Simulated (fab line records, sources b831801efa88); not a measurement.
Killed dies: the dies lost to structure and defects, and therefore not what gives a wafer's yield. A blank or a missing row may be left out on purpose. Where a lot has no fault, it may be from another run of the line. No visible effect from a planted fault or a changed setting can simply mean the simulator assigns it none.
Comparing a struck lot with a sound one    flow sky130    43 steps out of a route of 708
Sound: wafers L703.1, L703.2, L703.6. Wafers struck: L720.1, L720.2, L720.4. Last of all comes the cause.
Order at every step that has rows: each side's tool, ch and its chambers, its first start. Under that, the readings that differ: sound wafers    struck wafers    difference of the means    sigmas: that difference in standard deviations of wafers without a fault.
alike: readings whose means differ by less than 2 such deviations, and words and numbers that are the same on both sides. not compared: withheld readings, readings that some wafer has no value for, bounds like >300 that may hide the same value, and numbers for which the record gives no deviation and whose values overlap.
A row with sigmas, a row that says differs or no value, or rows on one side alone: a step with any of these is where the two part. Numbers that don't overlap but have no deviation are shown without sigmas and don't part them. A reading missing from all wafers of one side parts the sides only when that side holds two or more wafers.

first, 8 steps without rows for these wafers: SKY_VIA1_DEHYDRATE_04 (time 60 s); SKY_VIA1_HMDS_05 (prime time 60 s); SKY_VIA1_COAT_06 (resist thk 60 nm); SKY_VIA1_COAT_07 (resist thk 450 nm); SKY_VIA1_SOFTBAKE_08 (time 90 s); SKY_VIA1_EXPOSE_09 (exposes mask VIM, target cd 150 nm); SKY_VIA1_PEB_10; SKY_VIA1_DEVELOP_11 (develop time 60 s).
SKY_VIA1_CD_MEAS_12: target cd 150 nm.
  sound: cd-sem-01 at day 34 01:48; struck: cd-sem-01 at day 39 01:54
  alike: cd-nm
SKY_VIA1_OVL_MEAS_13:
  sound: overlay-01 at day 34 01:55; struck: overlay-02 at day 39 02:01
reading        sound       struck  difference  sigmas
VIA1_OVL (nm)  -18 -14 -9  5 7 10  +21         +3
then, 1 step without rows for these wafers: SKY_VIA1_ETCH_14 (etches BARC in N2/H2, stops on SiO2, time 45.9 s, target depth 60 nm).
SKY_VIA1_ETCH_15: etches SiO2 in C4F8/O2/Ar, stops on TiN, target depth 351 nm, time 54 s.
  sound on rie-diel-02 ch 0,1, day 34 02:00; struck on rie-diel-02 ch 0,1,3, day 39 02:06
  alike: oes-product-au
  not compared: rf-hours-counter-h
SKY_VIA1_STRIP_16: strips in O2/N2.
  sound on plasma-asher-01 ch 0,1, day 34 02:03; struck on plasma-asher-02 ch 0,1, day 39 02:09
  alike: drypump-motor-current-A, oes-product-au, strip-time-to-endpoint-s
  not compared: rf-hours-counter-h
then, 5 steps without rows for these wafers: SKY_VIA1_STRIP_17 (strips in post etch residue remover, time 1200 s); SKY_VIA1_CLEAN_18 (cleans in IPA, time 180 s); SKY_VIA1_CLEAN_19 (cleans in O3/DIW); SKY_VIA1_SPUTTER_20 (material TiN, target thk 20 nm, time 80 s); SKY_VIA1_CVD_21 (deposits W, target thk 270 nm, time 80.902 s).
SKY_VIA1_RS_MEAS_22: a four-point-probe measurement.
  sound: film-metro-02 at day 34 02:49; struck: film-metro-02 at day 39 02:53
  alike: VIA1_W_RS
SKY_VIA1_THK_MEAS_23: measures by xrf.
  sound: film-metro-02 at day 34 02:56; struck: film-metro-02 at day 39 03:01
  alike: VIA1_W_THK
SKY_VIA1_CMP_24: polishes, stops on SiO2, t overpolish 15 s, target thk 0 nm.
  sound on cmp-01 ch 1,3, day 34 02:59; struck on cmp-02 ch 0,1,2, day 39 03:08
  alike: motor-current-A, overpolish-run-s, time-to-endpoint-s
SKY_METAL2_SPUTTER_00: material Ti, target thk 15 nm, time 10 s.
  sound: pvd-sputter-01 at day 34 03:17; struck: pvd-sputter-04 at day 39 03:26
  alike: throttle-valve-pct
SKY_METAL2_SPUTTER_01: material TiN, target thk 20 nm, time 16.7 s.
  sound: pvd-sputter-01 at day 34 03:19; struck: pvd-sputter-04 at day 39 03:28
  alike: throttle-valve-pct
then, 1 step without rows for these wafers: SKY_METAL2_SPUTTER_02 (material AlCu, target thk 250 nm, time 13.3 s).
SKY_METAL2_SPUTTER_03: material Ti, target thk 5 nm, time 3.3 s.
  sound: pvd-sputter-01 at day 34 03:22; struck: pvd-sputter-04 at day 39 03:31
  alike: throttle-valve-pct
then, 1 step without rows for these wafers: SKY_METAL2_SPUTTER_04 (material TiN, target thk 70 nm, time 58.3 s).
SKY_METAL2_RS_MEAS_05: a four-point-probe measurement.
  sound: film-metro-01 at day 34 03:26; struck: film-metro-03 at day 39 03:35
  alike: METAL2_ALCU_RS
SKY_METAL2_THK_MEAS_06: measures by xrf.
  sound: film-metro-01 at day 34 03:33; struck: film-metro-03 at day 39 03:42
  alike: METAL2_ALCU_THK
then, 8 steps without rows for these wafers: SKY_METAL2_DEHYDRATE_07 (time 60 s); SKY_METAL2_HMDS_08 (prime time 60 s); SKY_METAL2_COAT_09 (resist thk 60 nm); SKY_METAL2_COAT_10 (resist thk 450 nm); SKY_METAL2_SOFTBAKE_11 (time 90 s); SKY_METAL2_EXPOSE_12 (exposes mask MM2, target cd 140 nm); SKY_METAL2_PEB_13; SKY_METAL2_DEVELOP_14 (develop time 60 s).
SKY_METAL2_CD_MEAS_15: target cd 140 nm.
  sound: cd-sem-02 at day 35 05:40; struck: cd-sem-01 at day 40 04:49
  alike: cd-nm
SKY_METAL2_OVL_MEAS_16:
  sound: overlay-02 at day 35 05:47; struck: overlay-02 at day 40 04:56
  alike: METAL2_OVL
then, 4 steps without rows for these wafers: SKY_METAL2_DESCUM_17 (chemistry O2, time 8 s); SKY_METAL2_ETCH_18 (etches BARC in N2/H2, stops on SiO2, time 45.9 s, target depth 60 nm); SKY_METAL2_METAL_ETCH_19 (etches the open film in Cl2/BCl3, stops on SiO2, target depth 360 nm, time 78 s); SKY_METAL2_STRIP_20 (strips in O2/N2).
-- the record jumps here: 9 days lie between the struck wafers' starts before and after (it left off in module METAL2 and takes up again in module PAD_OPEN, whose first step shown is number 708 of the route) --
SKY_PAD_OPEN_PROBE_99:
  sound: prober-02 at day 45 19:01; struck: prober-01 at day 49 14:14
reading                                sound              struck             difference  sigmas
defect-limited-yield (%)               80.9 79.3 83.3     73.0 78.3 72.2     -6.7        -4
killed_at_M0_to_M3                     45 55 41           96 71 87           +38         +6
killed-dies                            94 102 82          133 107 137        +33         +4
sort_bin_3_pad_short (%)               1.2 1.2 2.0        2.6 2.4 3.3        +1.3        +3
sort_bin_5_function (%)                11.4 11.8 7.3      15.7 13.8 17.7     +5.6        +4
sort-n-pass                            398 390 410        359 385 355        -33         -4
sort-yield-pct (%)                     80.9 79.3 83.3     73.0 78.3 72.2     -6.7        -4
model.etest.tester.sort-n-pass         398 390 410        359 385 355        -33         
model.etest.tester.sort-yield-pct (%)  80.89 79.27 83.33  72.97 78.25 72.15  -6.71       
model.etest.tester.sort_bin_5_pct (%)  11.38 11.79 7.317  15.65 13.82 17.68  +5.55       
model.etest.tester.sort_bin_3_pct (%)  1.22 1.22 2.033    2.642 2.439 3.252  +1.287      
  alike: killed_at_M4_up, killed-at-contacts, killed-at-front-end, killed-at-other, killed-open, killed-short, sort_bin_6_memory

## WHERE THEY PART
At SKY_VIA1_OVL_MEAS_13 first; at SKY_PAD_OPEN_PROBE_99 last (within this record only).

WHY: what the simulator had put in
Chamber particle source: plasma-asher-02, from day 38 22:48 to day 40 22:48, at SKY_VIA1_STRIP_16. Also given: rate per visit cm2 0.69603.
